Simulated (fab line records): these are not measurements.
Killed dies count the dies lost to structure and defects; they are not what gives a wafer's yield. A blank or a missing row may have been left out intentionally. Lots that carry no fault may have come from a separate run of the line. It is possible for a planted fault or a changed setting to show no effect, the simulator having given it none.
fab line records / flow sfqLine
record: lots: 15 wafers: 43 lastDay: 92
route steps=325 shown I1@73
lots with no fault: from the same line, run without faults
startH: start of the lot's first displayed wafer, in hours after the record's first day / waitH: hours elapsed since this lot's preceding step / " as in the row above / L1.1+2: a single row standing in for several wafers / - no value, or no start given / * or withheld: withheld / < > ~ a bound
route shown NAME@n: a module of which the file shows steps, and the number in the route of the first / usual: mean/standard deviation of fault-free wafers / same: alike in all rows / chamber/n: place in a boat / sites: readings site by site / _std_site: the standard deviation of these / _edge_site: inner sites' mean taken away from outer sites' mean / radiusMm: for every site, how far away it sits from the centre of the wafer / mask NAME#n: copy n / behind: the most recent tool/chamber to have shaped the wafer / hold: why the lot was held/for how many hours/how that ended / device: the n, p or np transistor that did not switch / end of line: tests run on the same wafers once the route is complete / a step with no rows: only its recipe / killed: at the first sort, the dies lost to defects and structure; wafer yield is something else / map: dies across one wafer; x = killed, . = not, _ = none there
set.NAME: the run value of the setting; set.NAME@STEP: its run value at that earlier step / model.NAME: the simulator's own value behind a step, which no gauge read
route steps across a sampled set of lots; one table per step, one row per wafer
services: when a tool's chamber went out of use (startH, in hours from the record's first day, below 0 if earlier), for how many hours, and the reason
== steps ==
step: SFQ_TRILAYER_I1_DEP_PECVD_045
recipe: material: SiO2 tempC: 150 timeS: 111.11 pressureTorr: 2.4 rfW: 183.3 precursor: SiH4/N2O targetThkNm: 500
usual: heaterPowerW: 76/14 runLengthS: 139.1/0.57 throttleValvePct: 25.0/1.7
lot.wafer=L805.1 tool=pecvd-04 chamber=2 startH=528.06 waitH=0.0 heaterPowerW=90 runLengthS=138.3 throttleValvePct=24.1
lot.wafer=L805.3 tool=pecvd-04 chamber=1 startH=528.06 waitH=0.0 heaterPowerW=65 runLengthS=138.6 throttleValvePct=25.9
lot.wafer=L805.6 tool=pecvd-04 chamber=0 startH=528.06 waitH=0.0 heaterPowerW=57 runLengthS=139.5 throttleValvePct=27.0
lot.wafer=L807.2 tool=pecvd-02 chamber=2 startH=537.66 waitH=0.0 heaterPowerW=82 runLengthS=139.8 throttleValvePct=26.8
lot.wafer=L807.3 tool=pecvd-02 chamber=1 startH=537.66 waitH=0.0 heaterPowerW=86 runLengthS=138.8 throttleValvePct=24.3
lot.wafer=L807.5 tool=pecvd-02 chamber=0 startH=537.66 waitH=0.0 heaterPowerW=61 runLengthS=138.5 throttleValvePct=26.0
lot.wafer=L808.3 tool=pecvd-04 chamber=0 startH=547.26 waitH=0.0 heaterPowerW=57 runLengthS=139.4 throttleValvePct=26.6
lot.wafer=L808.4 tool=pecvd-04 chamber=2 startH=547.26 waitH=0.0 heaterPowerW=88 runLengthS=138.7 throttleValvePct=24.3
lot.wafer=L808.6 tool=pecvd-04 chamber=0 startH=547.26 waitH=0.0 heaterPowerW=59 runLengthS=139.7 throttleValvePct=26.8
lot.wafer=L809.1 tool=pecvd-02 chamber=0 startH=565.39 waitH=0.0 heaterPowerW=59 runLengthS=138.5 throttleValvePct=26.1
lot.wafer=L809.2 tool=pecvd-02 chamber=1 startH=565.39 waitH=0.0 heaterPowerW=85 runLengthS=139.1 throttleValvePct=24.3
lot.wafer=L809.5 tool=pecvd-02 chamber=1 startH=565.39 waitH=0.0 heaterPowerW=87 runLengthS=138.8 throttleValvePct=24.1
lot.wafer=L810.1 tool=pecvd-01 chamber=1 startH=578.84 waitH=0.0 heaterPowerW=95 runLengthS=140.2 throttleValvePct=25.6
lot.wafer=L810.2 tool=pecvd-01 chamber=2 startH=578.84 waitH=0.0 heaterPowerW=63 runLengthS=139.5 throttleValvePct=26.7
lot.wafer=L810.6 tool=pecvd-01 chamber=0 startH=578.84 waitH=0.0 heaterPowerW=87 runLengthS=139.1 throttleValvePct=25.4
lot.wafer=L811.1 tool=pecvd-02 chamber=0 startH=584.84 waitH=0.0 heaterPowerW=52 runLengthS=138.6 throttleValvePct=26.2
lot.wafer=L811.3 tool=pecvd-02 chamber=1 startH=584.84 waitH=0.0 heaterPowerW=86 runLengthS=139.1 throttleValvePct=24.4
lot.wafer=L811.5 tool=pecvd-02 chamber=1 startH=584.84 waitH=0.0 heaterPowerW=88 runLengthS=138.4 throttleValvePct=24.4
lot.wafer=L812.1 tool=pecvd-04 chamber=2 startH=599.24 waitH=0.0 heaterPowerW=70 runLengthS=138.4 throttleValvePct=22.5
lot.wafer=L812.2 tool=pecvd-04 chamber=0 startH=599.24 waitH=0.0 heaterPowerW=61 runLengthS=139.9 throttleValvePct=22.1
lot.wafer=L812.3 tool=pecvd-04 chamber=1 startH=599.24 waitH=0.0 heaterPowerW=68 runLengthS=138.8 throttleValvePct=23.7
lot.wafer=L813.1 tool=pecvd-02 chamber=2 startH=602.84 waitH=0.0 heaterPowerW=75 runLengthS=139.4 throttleValvePct=27.3
lot.wafer=L813.3 tool=pecvd-02 chamber=1 startH=602.84 waitH=0.0 heaterPowerW=88 runLengthS=139.6 throttleValvePct=24.4
lot.wafer=L813.4 tool=pecvd-02 chamber=1 startH=602.84 waitH=0.0 heaterPowerW=87 runLengthS=139.2 throttleValvePct=24.3
lot.wafer=L814.3 tool=pecvd-04 chamber=0 startH=609.48 waitH=0.0 heaterPowerW=67 runLengthS=139.6 throttleValvePct=21.7
lot.wafer=L814.4 tool=pecvd-04 chamber=1 startH=609.48 waitH=0.0 heaterPowerW=69 runLengthS=138.6 throttleValvePct=24.1
lot.wafer=L814.5 tool=pecvd-04 chamber=0 startH=609.48 waitH=0.0 heaterPowerW=68 runLengthS=139.9 throttleValvePct=21.9
lot.wafer=L816.2 tool=pecvd-04 chamber=2 startH=618.01 waitH=0.0 heaterPowerW=80 runLengthS=138.3 throttleValvePct=22.6
lot.wafer=L816.3 tool=pecvd-04 chamber=0 startH=618.01 waitH=0.0 heaterPowerW=62 runLengthS=139.6 throttleValvePct=22.2
lot.wafer=L816.6 tool=pecvd-04 chamber=2 startH=618.01 waitH=0.0 heaterPowerW=85 runLengthS=138.0 throttleValvePct=22.5
lot.wafer=L818.4 tool=pecvd-04 chamber=0 startH=620.45 waitH=0.0 heaterPowerW=73 runLengthS=147.2 throttleValvePct=22.0
lot.wafer=L818.5 tool=pecvd-04 chamber=2 startH=620.45 waitH=0.0 heaterPowerW=84 runLengthS=138.7 throttleValvePct=22.4
lot.wafer=L821.3 tool=pecvd-04 chamber=2 startH=630.92 waitH=0.0 heaterPowerW=77 runLengthS=138.4 throttleValvePct=22.3
lot.wafer=L821.4 tool=pecvd-04 chamber=0 startH=630.92 waitH=0.0 heaterPowerW=66 runLengthS=146.5 throttleValvePct=22.6
lot.wafer=L821.5 tool=pecvd-04 chamber=2 startH=630.92 waitH=0.0 heaterPowerW=80 runLengthS=138.4 throttleValvePct=22.4
lot.wafer=L824.4 tool=pecvd-04 chamber=0 startH=634.56 waitH=0.0 heaterPowerW=69 runLengthS=146.7 throttleValvePct=22.0
lot.wafer=L824.5 tool=pecvd-04 chamber=2 startH=634.56 waitH=0.0 heaterPowerW=74 runLengthS=138.5 throttleValvePct=22.5
lot.wafer=L826.2 tool=pecvd-01 chamber=1 startH=636.13 waitH=0.0 heaterPowerW=99 runLengthS=140.3 throttleValvePct=25.6
lot.wafer=L826.3 tool=pecvd-01 chamber=0 startH=636.13 waitH=0.0 heaterPowerW=103 runLengthS=138.5 throttleValvePct=25.3
lot.wafer=L826.4 tool=pecvd-01 chamber=1 startH=636.13 waitH=0.0 heaterPowerW=101 runLengthS=139.8 throttleValvePct=25.7
lot.wafer=L828.2 tool=pecvd-02 chamber=0 startH=642.92 waitH=0.0 heaterPowerW=55 runLengthS=138.8 throttleValvePct=26.1
lot.wafer=L828.5 tool=pecvd-02 chamber=2 startH=642.92 waitH=0.0 heaterPowerW=83 runLengthS=139.8 throttleValvePct=27.2
lot.wafer=L828.6 tool=pecvd-02 chamber=1 startH=642.92 waitH=0.0 heaterPowerW=89 runLengthS=138.5 throttleValvePct=24.3
step: SFQ_TRILAYER_I1_CMP_CMP_046
recipe: material: SiO2 downForcePsi: 3 platenRpm: 60 padVelocityMS: 0.94248
usual: motorCurrentA: 10.4/1.4 timeToEndpointS: 215/7.7
lot.wafer=L805.3 tool=cmp-02 chamber=2 startH=532.34 waitH=4.2 motorCurrentA=9.9 timeToEndpointS=217
lot.wafer=L805.1 tool=cmp-02 chamber=1 startH=533.84 waitH=5.7 motorCurrentA=13.5 timeToEndpointS=211
lot.wafer=L805.6 tool=cmp-02 chamber=3 startH=534.84 waitH=6.7 motorCurrentA=10.4 timeToEndpointS=219
lot.wafer=L807.3 tool=cmp-02 chamber=0 startH=538.34 waitH=0.6 motorCurrentA=8.8 timeToEndpointS=215
lot.wafer=L807.2 tool=cmp-02 chamber=1 startH=538.34 waitH=0.6 motorCurrentA=13.4 timeToEndpointS=224
lot.wafer=L807.5 tool=cmp-02 chamber=0 startH=540.34 waitH=2.6 motorCurrentA=8.4 timeToEndpointS=223
lot.wafer=L808.4 tool=cmp-02 chamber=3 startH=548.34 waitH=1.0 motorCurrentA=10.0 timeToEndpointS=204
lot.wafer=L808.3 tool=cmp-02 chamber=0 startH=548.34 waitH=1.0 motorCurrentA=8.8 timeToEndpointS=211
lot.wafer=L808.6 tool=cmp-02 chamber=1 startH=548.34 waitH=1.0 motorCurrentA=13.3 timeToEndpointS=228
lot.wafer=L809.1 tool=cmp-02 chamber=0 startH=566.57 waitH=1.1 motorCurrentA=8.8 timeToEndpointS=230
lot.wafer=L809.2 tool=cmp-02 chamber=1 startH=566.57 waitH=1.1 motorCurrentA=12.8 timeToEndpointS=221
lot.wafer=L809.5 tool=cmp-02 chamber=3 startH=568.07 waitH=2.6 motorCurrentA=10.1 timeToEndpointS=224
lot.wafer=L810.1 tool=cmp-02 chamber=2 startH=584.57 waitH=5.7 motorCurrentA=9.7 timeToEndpointS=212
lot.wafer=L810.2 tool=cmp-02 chamber=0 startH=585.57 waitH=6.7 motorCurrentA=8.5 timeToEndpointS=210
lot.wafer=L810.6 tool=cmp-02 chamber=1 startH=585.57 waitH=6.7 motorCurrentA=14.3 timeToEndpointS=228
lot.wafer=L811.1 tool=cmp-02 chamber=3 startH=587.07 waitH=2.2 motorCurrentA=9.7 timeToEndpointS=213
lot.wafer=L811.3 tool=cmp-02 chamber=0 startH=587.07 waitH=2.2 motorCurrentA=9.3 timeToEndpointS=213
lot.wafer=L811.5 tool=cmp-02 chamber=0 startH=589.57 waitH=4.7 motorCurrentA=8.8 timeToEndpointS=221
lot.wafer=L812.2 tool=cmp-02 chamber=0 startH=606.28 waitH=7.0 motorCurrentA=9.3 timeToEndpointS=227
lot.wafer=L812.1 tool=cmp-02 chamber=1 startH=606.28 waitH=7.0 motorCurrentA=13.5 timeToEndpointS=227
lot.wafer=L812.3 tool=cmp-02 chamber=2 startH=606.28 waitH=7.0 motorCurrentA=9.9 timeToEndpointS=219
lot.wafer=L813.1 tool=cmp-02 chamber=2 startH=608.78 waitH=5.9 motorCurrentA=10.3 timeToEndpointS=214
lot.wafer=L813.3 tool=cmp-02 chamber=3 startH=608.78 waitH=5.9 motorCurrentA=9.6 timeToEndpointS=210
lot.wafer=L813.4 tool=cmp-02 chamber=0 startH=608.78 waitH=5.9 motorCurrentA=8.6 timeToEndpointS=217
lot.wafer=L814.4 tool=cmp-02 chamber=2 startH=611.78 waitH=2.2 motorCurrentA=10.0 timeToEndpointS=217
lot.wafer=L814.3 tool=cmp-02 chamber=3 startH=611.78 waitH=2.2 motorCurrentA=9.6 timeToEndpointS=213
lot.wafer=L814.5 tool=cmp-02 chamber=2 startH=613.78 waitH=4.2 motorCurrentA=10.1 timeToEndpointS=223
lot.wafer=L816.3 tool=cmp-01 chamber=0 startH=619.09 waitH=1.0 motorCurrentA=9.4 timeToEndpointS=209
lot.wafer=L816.2 tool=cmp-01 chamber=1 startH=619.09 waitH=1.0 motorCurrentA=10.8 timeToEndpointS=208
lot.wafer=L816.6 tool=cmp-01 chamber=3 startH=620.59 waitH=2.5 motorCurrentA=9.7 timeToEndpointS=206
lot.wafer=L818.4 tool=cmp-01 chamber=1 startH=625.09 waitH=4.6 motorCurrentA=10.8 timeToEndpointS=241
lot.wafer=L818.5 tool=cmp-01 chamber=0 startH=626.59 waitH=6.1 motorCurrentA=10.1 timeToEndpointS=210
lot.wafer=L821.3 tool=cmp-01 chamber=1 startH=633.59 waitH=2.6 motorCurrentA=10.7 timeToEndpointS=205
lot.wafer=L821.4 tool=cmp-01 chamber=3 startH=634.59 waitH=3.6 motorCurrentA=9.8 timeToEndpointS=234
lot.wafer=L821.5 tool=cmp-01 chamber=1 startH=635.59 waitH=4.6 motorCurrentA=10.7 timeToEndpointS=206
lot.wafer=L824.4 tool=cmp-02 chamber=1 startH=637.65 waitH=3.1 motorCurrentA=13.3 timeToEndpointS=248
lot.wafer=L824.5 tool=cmp-02 chamber=0 startH=639.15 waitH=4.6 motorCurrentA=9.2 timeToEndpointS=215
lot.wafer=L826.3 tool=cmp-02 chamber=1 startH=639.65 waitH=3.5 motorCurrentA=13.5 timeToEndpointS=206
lot.wafer=L826.2 tool=cmp-02 chamber=3 startH=640.65 waitH=4.5 motorCurrentA=10.8 timeToEndpointS=204
lot.wafer=L826.4 tool=cmp-02 chamber=0 startH=640.65 waitH=4.5 motorCurrentA=8.9 timeToEndpointS=214
lot.wafer=L828.2 tool=cmp-01 chamber=3 startH=645.09 waitH=2.1 motorCurrentA=9.7 timeToEndpointS=204
lot.wafer=L828.5 tool=cmp-01 chamber=3 startH=647.09 waitH=4.1 motorCurrentA=9.5 timeToEndpointS=211
lot.wafer=L828.6 tool=cmp-01 chamber=0 startH=647.09 waitH=4.1 motorCurrentA=9.5 timeToEndpointS=214
== services ==
tool=pecvd-01 chamber=1 startH=511.67 hours=3.4 kind=repair
tool=cmp-01 chamber=- startH=543.16 hours=2.0 kind=repair
tool=pecvd-04 chamber=- startH=562.01 hours=1.3 kind=repair
tool=cmp-01 chamber=- startH=563.00 hours=7.4 kind=pm
tool=pecvd-04 chamber=- startH=563.75 hours=14.0 kind=pm
tool=pecvd-04 chamber=0 startH=563.75 hours=14.0 kind=ventCycle
tool=pecvd-04 chamber=1 startH=563.75 hours=14.0 kind=ventCycle
tool=pecvd-04 chamber=2 startH=563.75 hours=14.0 kind=ventCycle
tool=cmp-01 chamber=- startH=567.55 hours=2.3 kind=repair
tool=cmp-01 chamber=- startH=573.42 hours=5.6 kind=pm
tool=pecvd-04 chamber=0 startH=577.75 hours=- kind=clean
tool=pecvd-04 chamber=1 startH=577.75 hours=- kind=clean
tool=pecvd-04 chamber=2 startH=577.75 hours=- kind=clean
tool=cmp-01 chamber=- startH=579.01 hours=4.0 kind=pm
tool=cmp-01 chamber=- startH=583.01 hours=- kind=consumableReplace:conditioner
tool=cmp-01 chamber=- startH=583.01 hours=- kind=consumableReplace:pad
tool=cmp-02 chamber=- startH=604.73 hours=1.0 kind=repair
tool=cmp-02 chamber=- startH=625.14 hours=4.2 kind=repair
== key ==
firstSign: step: SFQ_TRILAYER_I1_DEP_PECVD_045 reading: runLengthS direction: up sigmas: 14 usual: * struck: *
effect: step: SFQ_TRILAYER_I1_CMP_CMP_046 reading: timeToEndpointS direction: up sigmas: 3.5 usual: * struck: *
metAt SFQ_TRILAYER_I1_DEP_PECVD_045
struckLots L818,L821,L824
struckWafers L818.4,L821.4,L824.4
onsetBetween 618.01 620.45
fault: kind: processParameterDrift tool: pecvd-04 chamber: - onsetH: 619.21 steps: SFQ_TRILAYER_I1_DEP_PECVD_045 channel: timeS offset: * shape: step endH: 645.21 scope: struckWafersOnly actsIn: * stated: *
